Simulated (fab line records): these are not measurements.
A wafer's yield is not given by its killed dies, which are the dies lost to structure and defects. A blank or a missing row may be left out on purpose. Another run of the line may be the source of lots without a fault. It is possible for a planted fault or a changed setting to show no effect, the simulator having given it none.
Matching of chambers || flow gf180mcu || cmp-01 running GF_V4_CMP_26: 4 sister chambers
The step polishes, stops on SiO2, t overpolish 15 s, target thk 0 nm. 8 wafers are shown with their chamber, then 9 later ones without.

## WAFERS, EACH WITH ITS CHAMBER
{"wafer": "L997.5", "chamber": 0, "time to endpoint s (s)": 87, "motor current A (A)": 11.0}
{"wafer": "L100.1", "chamber": 3, "time to endpoint s (s)": 86, "motor current A (A)": 12.8}
{"wafer": "L100.2", "chamber": 1, "time to endpoint s (s)": 84, "motor current A (A)": 11.6}
{"wafer": "L101.4", "chamber": 3, "time to endpoint s (s)": 88, "motor current A (A)": 11.9}
{"wafer": "L101.5", "chamber": 2, "time to endpoint s (s)": 94, "motor current A (A)": 11.3}
{"wafer": "L102.4", "chamber": 2, "time to endpoint s (s)": 91, "motor current A (A)": 11.0}
{"wafer": "L102.5", "chamber": 0, "time to endpoint s (s)": 89, "motor current A (A)": 10.4}
{"wafer": "L102.6", "chamber": 1, "time to endpoint s (s)": 85, "motor current A (A)": 11.8}

## WAFERS MISSING THEIR CHAMBER
{"wafer": "L103.4", "time to endpoint s (s)": 90, "motor current A (A)": 10.6}
{"wafer": "L103.5", "time to endpoint s (s)": 90, "motor current A (A)": 11.7}
{"wafer": "L103.6", "time to endpoint s (s)": 90, "motor current A (A)": 11.5}
{"wafer": "L111.2", "time to endpoint s (s)": 84, "motor current A (A)": 11.2}
{"wafer": "L111.4", "time to endpoint s (s)": 83, "motor current A (A)": 10.8}
{"wafer": "L111.5", "time to endpoint s (s)": 84, "motor current A (A)": 11.6}
{"wafer": "L112.2", "time to endpoint s (s)": 87, "motor current A (A)": 11.4}
{"wafer": "L112.3", "time to endpoint s (s)": 83, "motor current A (A)": 12.1}
{"wafer": "L112.6", "time to endpoint s (s)": 85, "motor current A (A)": 12.3}

## WHICH CHAMBER EACH WENT THROUGH
{"wafer": "L103.4", "from the rows above": "can't be placed: 0 or 2", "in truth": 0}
{"wafer": "L103.5", "from the rows above": "can't be placed: 2 or 3 or 0 or 1", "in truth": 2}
{"wafer": "L103.6", "from the rows above": "can't be placed: 2 or 0 or 3 or 1", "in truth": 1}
{"wafer": "L111.2", "from the rows above": "can't be placed: 1 or 0", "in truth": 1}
{"wafer": "L111.4", "from the rows above": "can't be placed: 1 or 0", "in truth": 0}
{"wafer": "L111.5", "from the rows above": 1, "in truth": 1}
{"wafer": "L112.2", "from the rows above": "can't be placed: 1 or 0 or 3 or 2", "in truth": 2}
{"wafer": "L112.3", "from the rows above": "can't be placed: 1 or 3", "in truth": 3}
{"wafer": "L112.6", "from the rows above": "can't be placed: 3 or 1", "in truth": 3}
Correctly placed: 1 of 9. These rows do not allow placing 8 (true chamber among the candidates in 8). Number placed wrongly: 0.
How it was worked out, from the rows above alone: a wafer's distance from a chamber is the root of the sum, over the readings, of the square of ((its reading less the chamber's mean) divided by the reading's scatter). The wafer belongs to the nearest chamber; if the next one is less than 2 further off, it can't be placed. The mean given for a chamber averages the wafers shown for that chamber. How the scatter is found: for the shown wafers, subtract from each reading the mean of its chamber, square and add these, divide the total by (wafers less chambers), then take the root.
